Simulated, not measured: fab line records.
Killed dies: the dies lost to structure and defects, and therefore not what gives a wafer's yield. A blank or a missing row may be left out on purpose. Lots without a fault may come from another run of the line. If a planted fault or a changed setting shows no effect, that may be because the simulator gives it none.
Which tool did it? || flow sfq_line || 14 lots with 42 wafers sampled at 2 steps, on a route of 325 steps

WHAT THE GAUGES SHOWED, per wafer
SFQ_M1_RS_MEAS_909: the measuring method here is four-point-probe. Usual: M1_NB_RS 0.900 ohm/sq, standard deviation 0.017.
{"lot": "L582", "measured": "day 10 12:59", "on": "film_metro-02", "M1_NB_RS (ohm/sq)": "0.928 0.929 0.924", "flag": ""}
{"lot": "L584", "measured": "day 11 05:48", "on": "film_metro-04", "M1_NB_RS (ohm/sq)": "0.890 0.865 0.879", "flag": ""}
{"lot": "L585", "measured": "day 11 08:11", "on": "film_metro-03", "M1_NB_RS (ohm/sq)": "0.902 0.899 0.875", "flag": ""}
{"lot": "L586", "measured": "day 12 10:36", "on": "film_metro-03", "M1_NB_RS (ohm/sq)": "0.905 0.904 0.905", "flag": ""}
{"lot": "L587", "measured": "day 12 21:01", "on": "film_metro-04", "M1_NB_RS (ohm/sq)": "0.876 0.905 0.885", "flag": ""}
{"lot": "L588", "measured": "day 12 23:10", "on": "film_metro-02", "M1_NB_RS (ohm/sq)": "0.904 0.898 0.894", "flag": ""}
{"lot": "L590", "measured": "day 13 14:11", "on": "film_metro-03", "M1_NB_RS (ohm/sq)": "0.886 0.911 0.886", "flag": ""}
{"lot": "L593", "measured": "day 14 08:10", "on": "film_metro-02", "M1_NB_RS (ohm/sq)": "0.912 0.915 0.932", "flag": ""}
{"lot": "L595", "measured": "day 14 12:59", "on": "film_metro-02", "M1_NB_RS (ohm/sq)": "0.594 0.596 0.600 0.594 0.597 0.602", "flag": "OFF"}
{"lot": "L597", "measured": "day 15 08:07", "on": "film_metro-04", "M1_NB_RS (ohm/sq)": "0.603 0.600 0.605 0.602 0.600 0.603", "flag": "OFF"}
{"lot": "L599", "measured": "day 15 22:28", "on": "film_metro-03", "M1_NB_RS (ohm/sq)": "0.919 0.897 0.892", "flag": ""}
{"lot": "L600", "measured": "day 16 05:40", "on": "film_metro-02", "M1_NB_RS (ohm/sq)": "0.888 0.891 0.887", "flag": ""}
{"lot": "L603", "measured": "day 17 04:01", "on": "film_metro-03", "M1_NB_RS (ohm/sq)": "0.891 0.897 0.898", "flag": ""}
{"lot": "L604", "measured": "day 17 08:53", "on": "film_metro-02", "M1_NB_RS (ohm/sq)": "0.870 0.870 0.874", "flag": ""}

WHAT TOOL EACH LOT RAN ON (gives the tool, then ch and the chambers of the sampled wafers, and finally the start)
{"lot": "L582", "SFQ_TRILAYER_M1_DEP_SPUTTER_037": "pvd_sputter-06, day 10 12:53"}
{"lot": "L584", "SFQ_TRILAYER_M1_DEP_SPUTTER_037": "pvd_sputter-05, day 11 05:41"}
{"lot": "L585", "SFQ_TRILAYER_M1_DEP_SPUTTER_037": "pvd_sputter-05, day 11 08:05"}
{"lot": "L586", "SFQ_TRILAYER_M1_DEP_SPUTTER_037": "pvd_sputter-03, day 12 10:28"}
{"lot": "L587", "SFQ_TRILAYER_M1_DEP_SPUTTER_037": "pvd_sputter-05, day 12 20:55"}
{"lot": "L588", "SFQ_TRILAYER_M1_DEP_SPUTTER_037": "pvd_sputter-03, day 12 23:04"}
{"lot": "L590", "SFQ_TRILAYER_M1_DEP_SPUTTER_037": "pvd_sputter-05, day 13 14:04"}
{"lot": "L593", "SFQ_TRILAYER_M1_DEP_SPUTTER_037": "pvd_sputter-06, day 14 08:04"}
{"lot": "L595", "SFQ_TRILAYER_M1_DEP_SPUTTER_037": "pvd_sputter-06, day 14 12:52"}
{"lot": "L597", "SFQ_TRILAYER_M1_DEP_SPUTTER_037": "pvd_sputter-06, day 15 07:59"}
{"lot": "L599", "SFQ_TRILAYER_M1_DEP_SPUTTER_037": "pvd_sputter-05, day 15 22:22"}
{"lot": "L600", "SFQ_TRILAYER_M1_DEP_SPUTTER_037": "pvd_sputter-03, day 16 05:34"}
{"lot": "L603", "SFQ_TRILAYER_M1_DEP_SPUTTER_037": "pvd_sputter-03, day 17 03:55"}
{"lot": "L604", "SFQ_TRILAYER_M1_DEP_SPUTTER_037": "pvd_sputter-03, day 17 08:43"}
- SFQ_TRILAYER_M1_DEP_SPUTTER_037: material Nb, target thk 200 nm, time 133.3 s.

WHAT THE TOOLS THEMSELVES READ (means of the sampled wafers that have a number; where no wafer has one, the mark that the record gives instead)
SFQ_TRILAYER_M1_DEP_SPUTTER_037. Usual: cathode_dc_power_W 2000.0 W, standard deviation 0.35; throttle_valve_pct 29.9 %, standard deviation 0.74.
{"lot": "L582", "tool": "pvd_sputter-06", "cathode_dc_power_W (W)": 1999.9, "throttle_valve_pct (%)": 28.6, "flag": ""}
{"lot": "L584", "tool": "pvd_sputter-05", "cathode_dc_power_W (W)": 1999.6, "throttle_valve_pct (%)": 29.8, "flag": ""}
{"lot": "L585", "tool": "pvd_sputter-05", "cathode_dc_power_W (W)": 1999.9, "throttle_valve_pct (%)": 29.9, "flag": ""}
{"lot": "L586", "tool": "pvd_sputter-03", "cathode_dc_power_W (W)": 1999.9, "throttle_valve_pct (%)": 29.8, "flag": ""}
{"lot": "L587", "tool": "pvd_sputter-05", "cathode_dc_power_W (W)": 2000.0, "throttle_valve_pct (%)": 29.7, "flag": ""}
{"lot": "L588", "tool": "pvd_sputter-03", "cathode_dc_power_W (W)": 1999.7, "throttle_valve_pct (%)": 30.6, "flag": ""}
{"lot": "L590", "tool": "pvd_sputter-05", "cathode_dc_power_W (W)": 2000.5, "throttle_valve_pct (%)": 29.9, "flag": ""}
{"lot": "L593", "tool": "pvd_sputter-06", "cathode_dc_power_W (W)": 1999.7, "throttle_valve_pct (%)": 29.5, "flag": ""}
{"lot": "L595", "tool": "pvd_sputter-06", "cathode_dc_power_W (W)": 3016.7, "throttle_valve_pct (%)": 29.3, "flag": "OFF"}
{"lot": "L597", "tool": "pvd_sputter-06", "cathode_dc_power_W (W)": 3016.9, "throttle_valve_pct (%)": 29.0, "flag": "OFF"}
{"lot": "L599", "tool": "pvd_sputter-05", "cathode_dc_power_W (W)": 1999.6, "throttle_valve_pct (%)": 29.7, "flag": ""}
{"lot": "L600", "tool": "pvd_sputter-03", "cathode_dc_power_W (W)": 1999.7, "throttle_valve_pct (%)": 30.8, "flag": ""}
{"lot": "L603", "tool": "pvd_sputter-03", "cathode_dc_power_W (W)": 2000.1, "throttle_valve_pct (%)": 31.1, "flag": ""}
{"lot": "L604", "tool": "pvd_sputter-03", "cathode_dc_power_W (W)": 2000.4, "throttle_valve_pct (%)": 29.9, "flag": ""}

THE ANSWER, worked out from the rows above alone
Rule: a lot counts as off when the mean over its wafers that have a number is more than 3 standard deviations away from the usual mean. A lot without any number at a reading at which 4 lots or more have one is off too. Where the step has rows for the other lots, those lots are counted as sound. Order of review: gauges by route order, followed by the tools' own readings, for which a lot's mean as printed above is used. At the first step where some lot is off, the reading lying furthest off is the one used; lots without a number count as furthest.
Off: L595, L597, seen at SFQ_M1_RS_MEAS_909 (M1_NB_RS).
A tool fits if, at a process step before that reading, it ran every lot that is off, and no sound lot after the first of them. Not tried: the gauges at SFQ_M1_RS_MEAS_909; whatever is off there is also off at SFQ_TRILAYER_M1_DEP_SPUTTER_037, on other tools, and gauge error can't account for it. One candidate fits, namely pvd_sputter-06 at SFQ_TRILAYER_M1_DEP_SPUTTER_037. A fault onset in the window from L593 (day 14 08:04, its last sound lot) to L595 (day 14 12:52, its first lot off) fits.
The tool's own readings at SFQ_TRILAYER_M1_DEP_SPUTTER_037 bear it out: on the lots that are off they differ by more than 5 times the standard deviation of the sound lots' means. cathode_dc_power_W reads 3016.8 W there against 1999.9 W on the sound lots.

WHAT THE SIMULATOR PUT IN
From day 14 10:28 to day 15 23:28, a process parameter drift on pvd_sputter-06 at SFQ_TRILAYER_M1_DEP_SPUTTER_037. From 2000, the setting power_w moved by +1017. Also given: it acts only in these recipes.
Lots struck among those shown: L595, L597. This agrees with what the rule above found.
